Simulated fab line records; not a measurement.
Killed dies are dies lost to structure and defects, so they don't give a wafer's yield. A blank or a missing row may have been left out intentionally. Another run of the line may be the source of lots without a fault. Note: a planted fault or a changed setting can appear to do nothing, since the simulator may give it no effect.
Split-lot experiment | flow sfq line | 23 wafers read from 5 lots, route of 325 steps

## THE SPLIT ITSELF
At SFQ_TRILAYER_I0_VIA_LITHO_COAT_036 (resist thk 62 nm), the setting resist thk nm was moved away from the recipe's 62 nm on 9 of the 23 wafers read, by -5.3% to +3.9%. The other wafers ran this setting at the recipe's value.

The reading is taken at the split's own step.

## THE READING
BARC_of_TRILAYER_I0_VIA_LITHO_COAT_036.thk nm (the simulator's own value, which no gauge read), in nm, at SFQ_TRILAYER_I0_VIA_LITHO_COAT_036 (resist thk 62 nm). There is no usual value for it anywhere in the file. Here, 14 wafers ran the recipe; their average is 61.85 nm with a standard deviation of 0.11 nm.

wafer  | tool, chamber at the split | resist thk nm as run, nm | against the recipe | BARC_of_TRILAYER_I0_VIA_LITHO_COAT_036.thk nm, nm | against lot-mates on the recipe
L076.2 | litho track-01, 0          | 64.36                    | +3.8%              | 64.06                                             | +2.29
L076.3 | litho track-01, 0          | 62                       | recipe             | 61.78                                             | -
L076.4 | litho track-01, 0          | 64.36                    | +3.8%              | 64.01                                             | +2.24
L076.5 | litho track-01, 0          | 64.36                    | +3.8%              | 63.99                                             | +2.22
L076.6 | litho track-01, 0          | 62                       | recipe             | 61.76                                             | -
L077.1 | litho track-04, 0          | 58.71                    | -5.3%              | 58.66                                             | -3.28
L077.2 | litho track-04, 0          | 58.71                    | -5.3%              | 58.73                                             | -3.21
L077.3 | litho track-04, 0          | 58.71                    | -5.3%              | 58.42                                             | -3.52
L077.4 | litho track-04, 0          | 62                       | recipe             | 61.93                                             | -
L077.6 | litho track-04, 0          | 62                       | recipe             | 61.94                                             | -
L079.2 | litho track-02, 0          | 62                       | recipe             | 61.94                                             | -
L079.4 | litho track-02, 0          | 62                       | recipe             | 61.78                                             | -
L079.6 | litho track-02, 0          | 62                       | recipe             | 61.76                                             | -
L082.1 | litho track-02, 0          | 62                       | recipe             | 62.03                                             | -
L082.3 | litho track-02, 0          | 62                       | recipe             | 61.85                                             | -
L082.4 | litho track-02, 0          | 62                       | recipe             | 61.75                                             | -
L082.5 | litho track-02, 0          | 62                       | recipe             | 61.81                                             | -
L082.6 | litho track-02, 0          | 62                       | recipe             | 61.71                                             | -
L084.1 | litho track-02, 0          | 62                       | recipe             | 61.85                                             | -
L084.2 | litho track-02, 0          | 64.43                    | +3.9%              | 64.41                                             | +2.45
L084.3 | litho track-02, 0          | 64.43                    | +3.9%              | 64.31                                             | +2.35
L084.4 | litho track-02, 0          | 64.43                    | +3.9%              | 64.25                                             | +2.29
L084.5 | litho track-02, 0          | 62                       | recipe             | 62.07                                             | -

FIT RESULTS
A straight line over all 23 wafers: BARC_of_TRILAYER_I0_VIA_LITHO_COAT_036.thk nm changes by +0.607 nm for each +1% of resist thk nm; r = +1.00; the points scatter about the line by 0.12 nm.
The same after taking each lot's own level away (the mean of its wafers on the recipe; 23 wafers): +0.613 nm for each +1%; r = +1.00; scatter 0.098 nm.
Per that fit: largest resist thk nm move, reading shift of 3.3 nm.
Measured against the standard deviation above, the lots' own levels, which go from 61.770 to 61.960 nm, span 1.8 times it.
The two slopes agree, so the slope changes little with the lot-to-lot level.
Check: for one of the wafers moved furthest among these (-5.3%), held out of the fit, the line's prediction against its lot-mates is -3.28 nm. It came out at -3.28 nm against them.

## THE OTHER SPLITS THESE WAFERS WENT THROUGH
Note: prior to the reading, these wafers also went through further splits. Each is held against what the fit with the lots' levels taken away leaves over:
other split on the same wafers                | wafers away from the commonest value | r with BARC_of_TRILAYER_I0_VIA_LITHO_COAT_036.thk nm (lot level and that fit taken away)
SFQ_TRILAYER_INCOMING_OXIDATION_002 ox time s | 15                                   | +0.00
SFQ_TRILAYER_M0_LITHO_COAT_026 resist thk nm  | 7                                    | +0.08
SFQ_TRILAYER_M0_LITHO_PEB_024 peb time s      | 9                                    | +0.16
SFQ_TRILAYER_I0_DEP_PECVD_027 time s          | 10                                   | -0.24

## THE FILE'S OWN FIT
BARC_of_TRILAYER_I0_VIA_LITHO_COAT_036.thk nm changes by +0.612 nm for each +1% of resist thk nm, r = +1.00.
